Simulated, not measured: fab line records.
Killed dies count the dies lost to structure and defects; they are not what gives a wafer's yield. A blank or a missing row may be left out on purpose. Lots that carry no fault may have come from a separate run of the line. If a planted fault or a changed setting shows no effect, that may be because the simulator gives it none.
A struck lot beside a sound one	flow gf180mcu	18 steps out of a route of 602
Sound: wafers L268.2, L268.3, L268.4. The struck wafers were L278.2, L278.3, L278.6. The cause comes at the end.
Per side, at each step with rows, come the tool, then ch with its chambers, and then its first start. Under that, the readings that differ: sound wafers	struck wafers	difference of the means	sigmas: that difference in standard deviations of wafers without a fault.
alike: readings with means less than 2 such deviations apart, plus words and numbers identical on both sides. not compared: withheld readings, readings lacking a value on some wafer, bounds such as >300 that could conceal the same value, and numbers that have no deviation in the record and whose values overlap.
A row with sigmas, a row that says differs or no value, or rows on one side alone: a step with any of these is where the two part. When numbers do not overlap yet have no deviation, they are printed without sigmas and do not part them. A reading that every wafer of one side lacks parts them only if that side has two wafers or more.

GF_PSD_STRIP_10: strips in O2/N2.
  sound on plasma_asher-03 ch 0,1, day 16 01:46; struck on plasma_asher-02 ch 0,1, day 19 22:23
reading	sound	struck	difference	sigmas
strip_time_to_endpoint_s (s)	16.47 16.48 16.50	16.58 16.57 16.56	+0.09	+3
  alike: chamber_pressure_mTorr, drypump_motor_current_A, heater_power_w, n2_flow_sccm, oes_product_au
  not compared: rf_hours_counter_h
GF_PSD_TW_MEAS_11:
  sound: film_metro-04 at day 16 01:53; struck: film_metro-04 at day 19 22:29
  alike: PSD_TW
then, 1 step without rows for these wafers: GF_PSD_CLEAN_12 (cleans in SC1/SC2, time 150 s).
GF_PSD_RTA_13: time 18.36 s.
  sound on rtp_anneal-01 ch 0, day 16 02:04; struck on rtp_anneal-02 ch 0, day 19 22:37
  alike: chamber_o2_ppm, lamp_power_pct, wafer_temp_C_max
GF_PSD_RS_MEAS_14: measurement is done with a four-point probe.
  sound: film_metro-03 at day 16 02:10; struck: film_metro-03 at day 19 22:47
  alike: NSD_RS
GF_PSD_RS_MEAS_15: measurement is done with a four-point probe.
  sound: film_metro-03 at day 16 02:17; struck: film_metro-03 at day 19 22:54
  alike: PSD_RS
GF_SAB_CVD_00: deposits SiO2 from TEOS, target thk 50 nm, time 4.9302 s.
  sound on pecvd-02 ch 0,1,2, day 16 02:23; struck on pecvd-02 ch 0,1,2, day 19 23:00
  alike: heater_power_w
GF_SAB_THK_MEAS_01:
  sound: film_metro-02 at day 16 02:25; struck: film_metro-02 at day 19 23:02
  alike: SAB_CVD_00_THK
then, 4 steps without rows for these wafers: GF_SAB_DEHYDRATE_02 (time 60 s); GF_SAB_HMDS_03 (prime time 60 s); GF_SAB_COAT_04 (resist thk 1000 nm); GF_SAB_SOFTBAKE_05 (time 60 s).
GF_SAB_EXPOSE_06: exposes mask SAB, target cd 420 nm.
  sound on iline_stepper-02 ch 0, day 16 13:02; struck on iline_stepper-01 ch 0, day 20 11:23
reading	sound	struck	difference	sigmas
model.SAB.overlay_x_nm (nm)	1.827 1.827 1.827	54.19 54.19 54.19	+52.36	
  alike: mask
then, 2 steps without rows for these wafers: GF_SAB_PEB_07; GF_SAB_DEVELOP_08 (develop time 60 s).
GF_SAB_CD_MEAS_09: the cd target is 420 nm.
  sound: cd_sem-01 at day 17 00:33; struck: cd_sem-01 at day 20 23:05
  alike: cd_nm
GF_SAB_OVL_MEAS_10:
  sound: overlay-01 at day 17 00:40; struck: overlay-02 at day 20 23:24
reading	sound	struck	difference	sigmas
SAB_OVL (nm)	1.1 -0.2 -0.6	50.5 54.0 53.1	+52.4	+40
  not compared: hold
then, 1 step without rows for these wafers: GF_PASSIVATION_PROBE_99.

## WHERE THEY PART
First at GF_PSD_STRIP_10; last, within this record, at GF_SAB_OVL_MEAS_10.

WHY: what the simulator had put in
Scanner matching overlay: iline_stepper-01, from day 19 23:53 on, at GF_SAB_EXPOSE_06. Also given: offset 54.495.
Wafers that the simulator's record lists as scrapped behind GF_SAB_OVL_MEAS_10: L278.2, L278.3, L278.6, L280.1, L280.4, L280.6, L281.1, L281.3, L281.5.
